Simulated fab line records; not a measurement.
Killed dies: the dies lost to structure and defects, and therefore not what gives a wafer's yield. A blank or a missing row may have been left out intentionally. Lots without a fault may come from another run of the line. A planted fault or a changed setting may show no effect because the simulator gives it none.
Problem report, 8D (eight disciplines) form, completed by code || flow sky130 || the parts of the form that need people (team, actions taken, sign-off) are left out

1. THE ISSUE
CAPM_CVD_00_THK at SKY_CAPM_THK_MEAS_01 reads a mean of 13.46 nm on 1 wafer of 1 lot; wafers without a fault read 15.51 nm with a standard deviation of 0.23. Measured from the usual mean, that is -8.9 standard deviations.
Seen first at day 43 15:15 on film_metro-02, wafer L579.6. The record has a number at this step for 33 wafers belonging to 11 lots. Rule for "out", or "out of limits": more than 4 standard deviations from the usual mean. The rest of the wafers with a number are treated as sound.

2. WHAT IT IS AND WHAT IT IS NOT
{"question": "which readings at this step", "is": "CAPM_CVD_00_THK", "is not": "-"}
{"question": "which lots", "is": "L579", "is not": "L558, L561, L565, L567, L568, L569, L570, L572, L573, L580"}
{"question": "which wafers of those lots", "is": "L579.6", "is not": "L579.1, L579.3"}
{"question": "read on which gauges", "is": "film_metro-02", "is not": "film_metro-01, film_metro-04"}
{"question": "when", "is": "from day 43 15:15", "is not": "up to then (29 sound wafers); but 3 sound wafers of L580 came after"}

3. THE SUSPECTS, EACH WITH WHAT RULES IT OUT
Counting: any tool at a process step up to the reading remains a suspect provided it ran every lot that is out. Sound lots after the first of them don't rule it out here, since some wafers of a struck lot are sound.
- ruled out: the gauge at SKY_CAPM_THK_MEAS_01. All the wafers that are out were read on film_metro-02, but those of them that SKY_METAL3_ETCH_17 has rows for are out there too, on other tools.
- plasma_asher-02 at SKY_METAL2_STRIP_20 (strips in O2/N2): kept. It processed L579, the lot that is out, at day 42 12:47, and its most recent sound lot before then was L568 at day 39 04:08.
- pecvd-03 at SKY_CAPM_CVD_00 (deposits SiO2, target thk 15.5 nm): kept. It processed L579, the lot that is out, at day 43 15:14, and its most recent sound lot before then was L572 at day 41 15:38.
- At SKY_CAPM_CVD_00, inside pecvd-03: chamber 0 took the wafers that are out, while their sound lot-mates went through chambers 1, 2.
Left after counting: plasma_asher-02 at SKY_METAL2_STRIP_20, pecvd-03 at SKY_CAPM_CVD_00.

4. THE CAUSE (what the simulator had put in)
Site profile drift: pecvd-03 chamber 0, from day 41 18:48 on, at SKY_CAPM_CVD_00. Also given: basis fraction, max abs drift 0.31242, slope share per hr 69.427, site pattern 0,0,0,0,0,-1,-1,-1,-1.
Counting left 2 suspects, and this tool is among them.

5. THE CHAIN OF EFFECTS, in route order
One row per reading whose mean, taken over the struck wafers that have a number, lies over 3 standard deviations from the usual. Only readings whose record carries a usual standard deviation are examined. hours: median over the lots of the time between each lot's start at the first step of this table that gives one and its start at this step. sigmas: the change, counted in usual standard deviations.
{"hours": 0, "step": "SKY_CAPM_THK_MEAS_01", "reading": "CAPM_CVD_00_THK", "usual": "15.51 nm", "on struck wafers": 13.46, "change": -2.05, "sigmas": -8.9}
{"hours": 47, "step": "SKY_METAL3_ETCH_17", "reading": "oes_product_au", "usual": "0.755 a.u.", "on struck wafers": 0.702, "change": -0.053, "sigmas": -7.3}
Its process steps:
- SKY_METAL3_ETCH_17: etches SiO2 in C4F8/O2/Ar, stops on TiN, time 3.9 s, target depth 15 nm.

6. HOW IT WOULD HAVE BEEN CAUGHT EARLIER
44 hours passed between the start of the fault at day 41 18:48 and the first reading out of limits at a measuring or inspecting step in this record, taken at day 43 15:15.
No tool reading at SKY_CAPM_CVD_00 that has a usual standard deviation in the record was out on any struck wafer, so an alarm limit of 4 standard deviations on those readings would not have fired.
All the lots that are out (1) had begun SKY_CAPM_CVD_00 on pecvd-03 by day 43 15:15. A hold on the tool at that time would have spared none of them.
